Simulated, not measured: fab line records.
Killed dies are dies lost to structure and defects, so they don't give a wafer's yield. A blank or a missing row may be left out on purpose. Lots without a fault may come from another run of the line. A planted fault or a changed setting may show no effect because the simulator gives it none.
Code-filled problem report in 8D (eight disciplines) form + flow gf180mcu + the parts of the form that need people (team, actions taken, sign-off) are left out

== 1. WHAT WENT WRONG ==
V1_CVD_02_THK at GF_V1_THK_MEAS_03 reads a mean of 713 nm on 1 wafer of 1 lot; wafers without a fault read 848 nm with a standard deviation of 10. That puts it -14 standard deviations away from the usual mean.
Earliest sighting: wafer L448.6 on film metro-04 at day 23 00:20. The record holds 33 wafers of 11 lots with a number at this step. Rule for "out" (also "out of limits"): further than 4 standard deviations from the usual mean. All remaining wafers that have a number are taken as sound.

== 2. WHAT IT IS, AND WHAT IT ISN'T ==
| question                    | is                | is not                                                                    |
|-----------------------------|-------------------|---------------------------------------------------------------------------|
| which readings at this step | V1_CVD_02_THK     | -                                                                         |
| which lots                  | L448              | L434, L436, L438, L442, L444, L445, L447, L449, L454, L456                |
| which wafers of those lots  | L448.6            | L448.1, L448.4                                                            |
| read on which gauges        | film metro-04     | film metro-01, film metro-03                                              |
| when                        | from day 23 00:20 | up to then (26 sound wafers); but 6 sound wafers of L454, L456 came after |

== 3. SUSPECTS, AND WHAT RULES EACH OUT ==
Counting: a tool at a process step up to the reading stays a suspect if it ran every lot that is out. Sound lots after the first of them don't rule it out here, since some wafers of a struck lot are sound.
- the gauge at GF_V1_THK_MEAS_03 has been ruled out. All the wafers that are out were read on film metro-04, but those of them that GF_V1_CVD_02 has rows for are out there too, on other tools.
- plasma asher-02 at GF_M1_STRIP_17 (strips in O2/N2): kept. The lot that is out, L448, ran on it at day 22 23:32; the last sound lot it ran before that was L444, at day 21 02:40.
- pecvd-04 at GF_V1_CVD_02 (deposits SiO2 from TEOS, target thk 850 nm, time 94.851 s): kept. The lot that is out, L448, ran on it at day 23 00:16; the last sound lot it ran before that was L444, at day 21 03:19. Its own readings are out on those wafers: run length s.
- The sound lot-mates ran in chamber 1 of plasma asher-02 at GF_M1_STRIP_17, but the wafers that are out ran in chamber 0.
- Within pecvd-04 at GF_V1_CVD_02: the wafers that are out ran in chamber 2; their sound lot-mates ran in chambers 0, 1.
After counting, plasma asher-02 at GF_M1_STRIP_17 and pecvd-04 at GF_V1_CVD_02 remain.

== 4. THE CAUSE (what the simulator had put in) ==
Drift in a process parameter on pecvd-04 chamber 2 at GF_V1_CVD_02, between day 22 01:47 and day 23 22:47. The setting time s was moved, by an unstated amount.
Of the 2 suspects that counting leaves, this tool is one.

== 5. SEQUENCE OF EFFECTS, ordered by route ==
Each row: a reading whose mean over the struck wafers that have a number lies more than 3 standard deviations from the usual. Scope: only readings with a usual standard deviation given in the record; hours: median across lots of the time from each lot's start at the first step in this table that gives one to its start at this step; sigmas: change in usual standard deviations.
| hours | step              | reading            | usual   | on struck wafers | change | sigmas |
|-------|-------------------|--------------------|---------|------------------|--------|--------|
| 0     | GF_V1_CVD_02      | run length s       | 123.0 s | 106.4            | -16.6  | -32    |
| 0     | GF_V1_THK_MEAS_03 | V1_CVD_02_THK      | 848 nm  | 713              | -135   | -14    |
| 0     | GF_V1_CMP_04      | time to endpoint s | 79 s    | 32               | -47    | -9.6   |
Its process steps:
- GF_V1_CVD_02: deposits SiO2 from TEOS, target thk 850 nm, time 94.851 s.
- GF_V1_CMP_04: polishes SiO2.

== 6. WHAT WOULD HAVE CAUGHT IT SOONER ==
Counted from the fault's start at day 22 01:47, it took 23 hours until the first out-of-limits reading at a measuring or inspecting step in this record, taken at day 23 00:20.
At GF_V1_CVD_02, the tool's own readings (run length s) were out on each struck wafer the step has a row for, so an alarm limit on them would have fired on the first such wafer.
By day 23 00:20, every lot that is out (1) had started GF_V1_CVD_02 on pecvd-04. Tool hold at that time: it would have spared none of them.
